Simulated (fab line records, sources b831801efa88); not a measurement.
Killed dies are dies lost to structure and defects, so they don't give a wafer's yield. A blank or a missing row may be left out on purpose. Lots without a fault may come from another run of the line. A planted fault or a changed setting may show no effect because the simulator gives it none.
fab line records | flow gf180mcu
record lots=24 wafers=72 last_day=34
route steps=602 shown V3@432 V4@477 MIM@512 V5@544
lots that met no fault: from a run of the same line without faults
start_h: hours from the record's first day to the start of the lot's first wafer shown | wait_h: hours since the lot's step before | " the same as in the row above | L1.1+2: a row that stands for several wafers | - no value, or no start given | * or withheld: withheld | < > ~ a bound
route shown NAME@n: a module of which the file shows steps, and the number in the route of the first | usual: mean/standard deviation of fault-free wafers | same: alike in all rows | chamber/n: place in a boat | sites: the reading at each site | _std_site: their standard deviation | _edge_site: outer sites' mean less inner sites' | radius_mm: how far each site lies from the wafer's centre | mask NAME#n: copy n | behind: the tool/chamber that last shaped the wafer | hold: why the lot was held/for how many hours/how that ended | device: the transistor (n, p or np) that didn't switch | end of line: the same wafers' tests at the end of the route | a step without rows: its recipe alone | killed: dies lost to structure and defects at the first sort, not the wafer's yield | map: a wafer's dies, x killed, . not, _ none there
set.NAME: the setting as run; set.NAME@STEP: as run at that earlier step | model.NAME: the simulator's own value behind a step, which no gauge read
steps of the route over a sample of lots; a table a step, a row a wafer
services: from which hour (start_h, from the record's first day; less than 0 if before it) a tool's chamber was out of use, for how many hours, and why
## steps
# step GF_V3_THK_MEAS_03
# recipe reads=SiO2_of_V3_CVD_02
# usual V3_CVD_02_THK=848/9.7
# columns lot.wafer tool chamber start_h wait_h V3_CVD_02_THK[nm]
L074.2 film_metro-01 - 506.02 0.1 850
L074.3 " - " " 856
L074.4 " - " " 855
L075.1 film_metro-04 - 506.51 0.0 843
L075.2 " - " " 841
L075.4 " - " " 859
L076.1 film_metro-03 - 511.55 0.0 853
L076.2 " - " " 853
L076.6 " - " " 858
L077.1 film_metro-04 - 518.41 0.0 852
L077.2 " - " " 839
L077.3 " - " " 847
L078.1 film_metro-03 - 523.55 0.0 831
L078.5 " - " " 855
L078.6 " - " " 850
L079.3 film_metro-03 - 545.64 0.1 840
L079.5 " - " " 862
L079.6 " - " " 865
L080.2 film_metro-04 - 556.41 0.0 847
L080.3 " - " " 852
L080.5 " - " " 869
L081.1 film_metro-04 - 556.61 0.0 845
L081.2 " - " " 835
L081.5 " - " " 849
L082.2 film_metro-04 - 558.87 0.0 833
L082.5 " - " " 840
L082.6 " - " " 835
L083.3 film_metro-04 - 570.67 0.1 851
L083.4 " - " " 863
L083.6 " - " " 853
L084.1 film_metro-03 - 588.48 0.0 826
L084.4 " - " " 843
L084.5 " - " " 848
L085.2 film_metro-01 - 594.40 0.0 835
L085.4 " - " " 849
L085.6 " - " " 849
L086.1 film_metro-03 - 597.60 0.0 838
L086.4 " - " " 847
L086.6 " - " " 845
L087.2 film_metro-03 - 602.63 0.0 842
L087.3 " - " " 828
L087.5 " - " " 853
L088.3 film_metro-04 - 607.47 0.1 833
L088.5 " - " " 859
L088.6 " - " " 856
L090.2 film_metro-03 - 630.33 0.0 835
L090.3 " - " " 849
L090.4 " - " " 849
L089.1 film_metro-03 - 631.45 0.0 850
L089.3 " - " " 862
L089.6 " - " " 867
L091.2 film_metro-03 - 640.32 0.0 848
L091.4 " - " " 850
L091.5 " - " " 847
L092.3 film_metro-01 - 642.94 0.1 842
L092.4 " - " " 851
L092.5 " - " " 849
L093.2 film_metro-01 - 648.29 0.0 845
L093.5 " - " " 856
L093.6 " - " " 854
L094.1 film_metro-04 - 656.30 0.0 848
L094.3 " - " " 838
L094.4 " - " " 859
L095.1 film_metro-01 - 661.15 0.0 844
L095.3 " - " " 836
L095.4 " - " " 863
L096.1 film_metro-01 - 664.36 0.0 846
L096.3 " - " " 838
L096.6 " - " " 861
L097.1 film_metro-04 - 670.91 0.0 847
L097.2 " - " " 836
L097.6 " - " " 851
# step GF_V4_THK_MEAS_01
# recipe reads=SiO2_of_V4_CVD_00
# usual V4_CVD_00_THK=584/8.3
# columns lot.wafer tool chamber start_h wait_h V4_CVD_00_THK[nm]
L074.2 film_metro-01 - 554.33 0.0 570
L074.3 " - " " 561
L074.4 " - " " 575
L075.1 film_metro-04 - 554.98 0.0 580
L075.2 " - " " 578
L075.4 " - " " 581
L076.1 film_metro-01 - 560.50 0.0 572
L076.2 " - " " 569
L076.6 " - " " 583
L077.1 film_metro-04 - 566.40 0.0 577
L077.2 " - " " 570
L077.3 " - " " 578
L078.1 film_metro-01 - 571.90 0.0 586
L078.5 " - " " 582
L078.6 " - " " 593
L079.3 film_metro-02 - 591.83 0.1 578
L079.5 " - " " 584
L079.6 " - " " 574
L080.2 film_metro-02 - 602.12 0.0 597
L080.3 " - " " 592
L080.5 " - " " 578
L081.1 film_metro-02 - 602.42 0.0 583
L081.2 " - " " 581
L081.5 " - " " 577
L082.2 film_metro-01 - 605.03 0.0 592
L082.5 " - " " 586
L082.6 " - " " 591
L083.3 film_metro-02 - 616.29 0.1 584
L083.4 " - " " 583
L083.6 " - " " 584
L084.1 film_metro-04 - 632.79 0.0 601
L084.4 " - " " 588
L084.5 " - " " 607
L085.2 film_metro-02 - 638.90 0.0 590
L085.4 " - " " 584
L085.6 " - " " 590
L086.1 film_metro-01 - 641.40 0.0 589
L086.4 " - " " 582
L086.6 " - " " 590
L087.2 film_metro-02 - 646.79 0.1 595
L087.3 " - " " 580
L087.5 " - " " 589
L088.3 film_metro-01 - 650.74 0.1 586
L088.5 " - " " 586
L088.6 " - " " 582
L090.2 film_metro-04 - 672.33 0.0 593
L090.3 " - " " 579
L090.4 " - " " 589
L089.1 film_metro-02 - 673.27 0.0 580
L089.3 " - " " 592
L089.6 " - " " 594
L091.2 film_metro-01 - 682.18 0.0 571
L091.4 " - " " 590
L091.5 " - " " 575
L092.3 film_metro-04 - 684.79 0.1 584
L092.4 " - " " 582
L092.5 " - " " 579
L093.2 film_metro-04 - 690.70 0.1 584
L093.5 " - " " 583
L093.6 " - " " 582
L094.1 film_metro-04 - 697.05 0.0 597
L094.3 " - " " 594
L094.4 " - " " 595
L095.1 film_metro-04 - 700.84 0.0 597
L095.3 " - " " 582
L095.4 " - " " 590
L096.1 film_metro-04 - 705.17 0.0 594
L096.3 " - " " 575
L096.6 " - " " 593
L097.1 film_metro-01 - 711.12 0.0 567
L097.2 " - " " 587
L097.6 " - " " 574
# step GF_V4_THK_MEAS_03
# recipe reads=SiO2_of_V4_CVD_02
# usual V4_CVD_02_THK=849/12
# columns lot.wafer tool chamber start_h wait_h V4_CVD_02_THK[nm]
L074.2 film_metro-02 - 554.46 0.0 849
L074.3 " - " " 838
L074.4 " - " " 850
L075.1 film_metro-01 - 555.11 0.0 837
L075.2 " - " " 837
L075.4 " - " " 843
L076.1 film_metro-02 - 560.63 0.0 824
L076.2 " - " " 835
L076.6 " - " " 832
L077.1 film_metro-02 - 566.53 0.0 842
L077.2 " - " " 845
L077.3 " - " " 851
L078.1 film_metro-01 - 572.02 0.0 843
L078.5 " - " " 856
L078.6 " - " " 857
L079.3 film_metro-04 - 591.96 0.1 843
L079.5 " - " " 860
L079.6 " - " " 855
L080.2 film_metro-01 - 602.25 0.0 822
L080.3 " - " " 838
L080.5 " - " " 838
L081.1 film_metro-04 - 602.55 0.0 833
L081.2 " - " " 828
L081.5 " - " " 843
L082.2 film_metro-01 - 605.16 0.0 834
L082.5 " - " " 863
L082.6 " - " " 842
L083.3 film_metro-01 - 616.42 0.1 833
L083.4 " - " " 860
L083.6 " - " " 846
L084.1 film_metro-01 - 632.92 0.0 830
L084.4 " - " " 853
L084.5 " - " " 860
L085.2 film_metro-02 - 639.03 0.0 848
L085.4 " - " " 847
L085.6 " - " " 852
L086.1 film_metro-02 - 641.52 0.0 847
L086.4 " - " " 865
L086.6 " - " " 862
L087.2 film_metro-01 - 646.92 0.0 855
L087.3 " - " " 844
L087.5 " - " " 863
L088.3 film_metro-02 - 650.87 0.1 849
L088.5 " - " " 863
L088.6 " - " " 857
L090.2 film_metro-04 - 672.46 0.0 846
L090.3 " - " " 838
L090.4 " - " " 871
L089.1 film_metro-01 - 673.40 0.0 834
L089.3 " - " " 846
L089.6 " - " " 872
L091.2 film_metro-04 - 682.31 0.0 869
L091.4 " - " " 878
L091.5 " - " " 860
L092.3 film_metro-02 - 684.92 0.1 854
L092.4 " - " " 866
L092.5 " - " " 860
L093.2 film_metro-02 - 690.83 0.0 850
L093.5 " - " " 863
L093.6 " - " " 848
L094.1 film_metro-02 - 697.18 0.0 835
L094.3 " - " " 830
L094.4 " - " " 852
L095.1 film_metro-01 - 700.97 0.0 851
L095.3 " - " " 855
L095.4 " - " " 866
L096.1 film_metro-01 - 705.30 0.0 842
L096.3 " - " " 821
L096.6 " - " " 832
L097.1 film_metro-01 - 711.25 0.0 839
L097.2 " - " " 855
L097.6 " - " " 868
# step GF_V4_THK_MEAS_25
# recipe thk_meas_gauge=xrf reads=W_of_V4_CVD_23
# usual V4_W_THK=353/5.5
# columns lot.wafer tool chamber start_h wait_h V4_W_THK[nm]
L074.2 film_metro-01 - 578.14 0.1 357
L074.3 " - " " 357
L074.4 " - " " 354
L075.1 film_metro-01 - 578.89 0.1 346
L075.2 " - " " 351
L075.4 " - " " 344
L076.1 film_metro-01 - 584.25 0.1 358
L076.2 " - " " 354
L076.6 " - " " 357
L077.1 film_metro-01 - 589.64 0.1 352
L077.2 " - " " 349
L077.3 " - " " 351
L078.1 film_metro-01 - 595.04 0.1 349
L078.5 " - " " 352
L078.6 " - " " 350
L079.3 film_metro-02 - 614.50 0.1 355
L079.5 " - " " 359
L079.6 " - " " 356
L080.2 film_metro-04 - 624.58 0.1 356
L080.3 " - " " 360
L080.5 " - " " 355
L081.1 film_metro-02 - 625.13 0.1 366
L081.2 " - " " 363
L081.5 " - " " 365
L082.2 film_metro-02 - 627.38 0.1 360
L082.5 " - " " 364
L082.6 " - " " 356
L083.3 film_metro-04 - 638.65 0.1 353
L083.4 " - " " 348
L083.6 " - " " 350
L084.1 film_metro-01 - 654.68 0.1 347
L084.4 " - " " 345
L084.5 " - " " 344
L085.2 film_metro-01 - 659.94 0.1 345
L085.4 " - " " 349
L085.6 " - " " 343
L086.1 film_metro-01 - 663.29 0.1 347
L086.4 " - " " 346
L086.6 " - " " 350
L087.2 film_metro-04 - 667.67 0.1 347
L087.3 " - " " 350
L087.5 " - " " 350
L088.3 film_metro-02 - 671.64 0.1 354
L088.5 " - " " 356
L088.6 " - " " 353
L090.2 film_metro-02 - 693.84 0.1 349
L090.3 " - " " 356
L090.4 " - " " 359
L089.1 film_metro-02 - 694.97 0.1 352
L089.3 " - " " 356
L089.6 " - " " 360
L091.2 film_metro-02 - 703.08 0.1 356
L091.4 " - " " 362
L091.5 " - " " 356
L092.3 film_metro-01 - 705.12 0.1 346
L092.4 " - " " 351
L092.5 " - " " 352
L093.2 film_metro-02 - 710.25 0.1 357
L093.5 " - " " 358
L093.6 " - " " 356
L094.1 film_metro-01 - 717.42 0.1 341
L094.3 " - " " 346
L094.4 " - " " 351
L095.1 film_metro-02 - 720.18 0.1 354
L095.3 " - " " 358
L095.4 " - " " 355
L096.1 film_metro-02 - 725.46 0.1 358
L096.3 " - " " 360
L096.6 " - " " 359
L097.1 film_metro-01 - 730.88 0.1 349
L097.2 " - " " 352
L097.6 " - " " 349
# step GF_MIM_SPUTTER_09
# recipe material=TiN target_thk_nm=35 power_w=6500 time_s=29.2 chamber_pressure_pa=0.4
# usual throttle_valve_pct=29.9/0.84
# same time_s=29.2
# columns lot.wafer tool chamber start_h wait_h throttle_valve_pct
L074.2 pvd_sputter-04 - 578.87 0.0 28.8
L074.3 " - " " 31.2
L074.4 " - " " 30.2
L075.1 pvd_sputter-04 - 579.63 0.0 30.1
L075.2 " - " " 28.8
L075.4 " - " " 31.2
L076.1 pvd_sputter-03 - 584.99 0.0 30.9
L076.2 " - " " 29.5
L076.6 " - " " 29.3
L077.1 pvd_sputter-02 - 590.38 0.0 31.0
L077.2 " - " " 29.5
L077.3 " - " " 28.5
L078.1 pvd_sputter-02 - 595.78 0.0 29.2
L078.5 " - " " 29.7
L078.6 " - " " 28.2
L079.3 pvd_sputter-04 - 615.22 0.0 30.3
L079.5 " - " " 28.4
L079.6 " - " " 30.1
L080.2 pvd_sputter-02 - 625.31 0.0 30.7
L080.3 " - " " 28.8
L080.5 " - " " 30.6
L081.1 pvd_sputter-04 - 625.87 0.0 30.3
L081.2 " - " " 28.7
L081.5 " - " " 29.9
L082.2 pvd_sputter-04 - 628.11 0.0 28.6
L082.5 " - " " 30.3
L082.6 " - " " 30.5
L083.3 pvd_sputter-02 - 639.37 0.0 28.5
L083.4 " - " " 30.4
L083.6 " - " " 28.6
L084.1 pvd_sputter-02 - 655.42 0.0 29.7
L084.4 " - " " 28.4
L084.5 " - " " 28.4
L085.2 pvd_sputter-04 - 663.61 0.0 28.6
L085.4 " - " " 31.5
L085.6 " - " " 30.5
L086.1 pvd_sputter-02 - 664.03 0.0 29.5
L086.4 " - " " 28.5
L086.6 " - " " 29.4
L087.2 pvd_sputter-04 - 668.40 0.0 30.1
L087.3 " - " " 28.8
L087.5 " - " " 30.0
L088.3 pvd_sputter-03 - 672.36 0.0 30.0
L088.5 " - " " 29.3
L088.6 " - " " 30.2
L090.2 pvd_sputter-02 - 694.57 0.0 30.2
L090.3 " - " " 29.5
L090.4 " - " " 28.9
L089.1 pvd_sputter-02 - 695.71 0.0 29.6
L089.3 " - " " 28.5
L089.6 " - " " 29.3
L091.2 pvd_sputter-03 - 703.81 0.0 31.0
L091.4 " - " " 29.4
L091.5 " - " " 31.2
L092.3 pvd_sputter-03 - 705.84 0.0 29.0
L092.4 " - " " 29.3
L092.5 " - " " 31.3
L093.2 pvd_sputter-04 - 710.98 0.0 30.4
L093.5 " - " " 30.5
L093.6 " - " " 31.5
L094.1 pvd_sputter-03 - 718.16 0.0 29.6
L094.3 " - " " 29.2
L094.4 " - " " 31.2
L095.1 pvd_sputter-03 - 720.92 0.0 29.9
L095.3 " - " " 29.4
L095.4 " - " " 31.2
L096.1 pvd_sputter-04 - 726.20 0.0 31.3
L096.3 " - " " 30.2
L096.6 " - " " 28.6
L097.1 pvd_sputter-03 - 731.62 0.0 29.9
L097.2 " - " " 29.2
L097.6 " - " " 29.4
# step GF_V5_CMP_04
# recipe material=SiO2 down_force_psi=4 platen_rpm=60 pad_velocity_m_s=0.94248
# usual motor_current_A=12.4/1.4 platen_rpm=60.00/0.038 slurry_filter_dp_kPa=13.50/0.13
# columns lot.wafer tool chamber start_h wait_h motor_current_A platen_rpm slurry_filter_dp_kPa
L074.2 cmp-02 1 622.23 0.1 11.1 60.05 13.81
L074.4 " 2 " " 15.1 60.02 13.76
L074.3 " 3 " " 10.9 60.00 13.38
L075.2 cmp-01 0 623.24 0.0 13.8 59.96 13.68
L075.4 " 1 " " 11.9 60.02 13.31
L075.1 " 3 " " 11.9 59.95 13.48
L076.2 cmp-02 2 628.60 0.1 14.7 60.02 13.30
L076.1 " 3 " " 10.3 60.03 13.52
L076.6 " 1 " " 12.0 59.98 13.39
L077.2 cmp-02 1 632.70 0.0 11.2 60.02 13.44
L077.3 " 3 " " 10.6 60.05 13.57
L077.1 " 0 " " 12.7 59.97 13.40
L078.1 cmp-01 2 639.38 0.2 11.3 60.01 13.39
L078.6 " 3 " " 11.7 60.08 13.40
L078.5 " 0 " " 13.9 59.95 13.39
L079.3 cmp-01 2 657.71 0.2 10.6 60.05 13.60
L079.6 " 3 " " 11.8 59.97 13.43
L079.5 " 0 " " 13.3 60.10 13.54
L080.3 cmp-02 0 666.56 0.1 12.7 60.01 13.51
L080.2 " 1 " " 11.9 60.01 13.57
L080.5 " 3 " " 11.1 60.00 13.49
L081.1 cmp-02 2 667.36 0.1 14.6 60.01 13.35
L081.2 " 3 " " 10.5 60.01 13.39
L081.5 " 2 " " 15.5 59.97 13.78
L082.2 cmp-02 3 668.72 0.0 10.9 60.00 13.45
L082.6 " 3 " " 10.5 60.07 13.65
L082.5 " 0 " " 13.4 59.94 13.60
L083.3 cmp-02 3 679.85 0.0 10.4 59.96 13.44
L083.4 " 1 " " 11.9 60.03 13.63
L083.6 " 0 " " 13.3 60.06 13.69
L084.4 cmp-02 2 694.74 0.0 15.5 59.98 13.81
L084.1 " 3 " " 10.8 59.97 13.70
L084.5 " 2 " " 14.9 60.03 13.55
L085.4 cmp-01 2 702.59 0.0 11.0 60.00 13.63
L085.2 " 3 " " 12.0 59.93 13.44
L085.6 " 3 " " 12.3 59.97 13.46
L086.4 cmp-02 3 704.20 0.1 10.4 60.07 13.39
L086.1 " 0 " " 13.0 59.95 13.52
L086.6 " 1 " " 11.3 60.03 13.42
L087.2 cmp-01 3 707.46 0.1 11.9 59.93 13.46
L087.3 " 1 " " 11.4 59.97 13.54
L087.5 " 3 " " 12.3 59.96 13.67
L088.3 cmp-01 3 711.08 0.1 12.6 60.07 13.27
L088.5 " 2 " " 11.0 60.02 13.51
L088.6 " 3 " " 12.0 60.03 13.57
L090.2 cmp-02 2 732.80 0.0 14.2 60.08 13.57
L090.4 " 3 " " 10.9 60.06 13.41
L090.3 " 0 " " 12.6 60.00 13.47
L089.1 cmp-01 0 733.14 0.1 13.7 59.94 13.21
L089.3 " 3 " " 12.0 60.04 13.30
L089.6 " 0 " " 13.3 59.97 13.35
L091.4 cmp-02 0 741.04 0.0 13.0 60.05 13.58
L091.2 " 2 " " 15.3 60.00 13.30
L091.5 " 1 " " 11.6 59.99 13.68
L092.4 cmp-01 3 743.04 0.1 11.9 60.02 13.41
L092.3 " 0 " " 13.7 60.04 13.55
L092.5 " 2 " " 11.4 59.96 13.36
L093.2 cmp-01 0 747.49 0.4 13.4 59.92 13.68
L093.6 " 2 " " 11.1 60.03 13.72
L093.5 " 3 " " 11.6 59.97 13.43
L094.3 cmp-01 3 753.66 0.1 12.0 59.97 13.32
L094.1 " 0 " " 14.0 60.04 13.44
L094.4 " 1 " " 11.9 60.00 13.45
L095.3 cmp-01 2 757.17 0.1 10.8 59.96 13.29
L095.1 " 3 " " 12.2 59.99 13.60
L095.4 " 0 " " 13.8 60.02 13.69
L096.1 cmp-02 3 761.47 0.1 10.8 59.97 13.57
L096.3 " 0 " " 13.6 59.94 13.62
L096.6 " 0 " " 12.0 59.99 13.46
L097.2 cmp-01 3 766.55 0.0 11.9 60.02 13.37
L097.1 " 2 " " 11.2 60.02 13.52
L097.6 " 3 " " 12.0 59.97 13.54
## services
# columns tool chamber start_h hours kind
cmp-02 - 557.88 10.2 repair
pvd_sputter-03 1 566.66 - consumable_replace:kit
pvd_sputter-03 1 566.66 18.0 scheduled_down
cmp-01 - 573.41 4.0 pm
cmp-01 - 577.41 - consumable_replace:conditioner
cmp-01 - 577.41 - consumable_replace:pad
cmp-02 - 580.02 5.0 pm
pvd_sputter-02 3 583.04 - consumable_replace:kit
pvd_sputter-02 3 583.04 18.0 scheduled_down
pvd_sputter-02 3 583.04 18.0 vent_cycle
pvd_sputter-03 - 634.71 5.6 repair
cmp-02 - 654.40 2.6 repair
pvd_sputter-04 0 704.09 - consumable_replace:kit
pvd_sputter-04 0 704.09 18.0 scheduled_down
pvd_sputter-04 0 704.09 18.0 vent_cycle
cmp-02 - 706.20 0.6 repair
pvd_sputter-02 2 722.04 - consumable_replace:kit
pvd_sputter-02 2 722.04 18.0 scheduled_down
pvd_sputter-02 2 722.04 18.0 vent_cycle
pvd_sputter-02 - 726.46 3.6 repair
cmp-02 - 744.13 4.0 pm
pvd_sputter-03 - 746.27 2.1 repair
cmp-02 - 748.13 - consumable_replace:conditioner
cmp-02 - 748.13 - consumable_replace:pad
## key
fault none
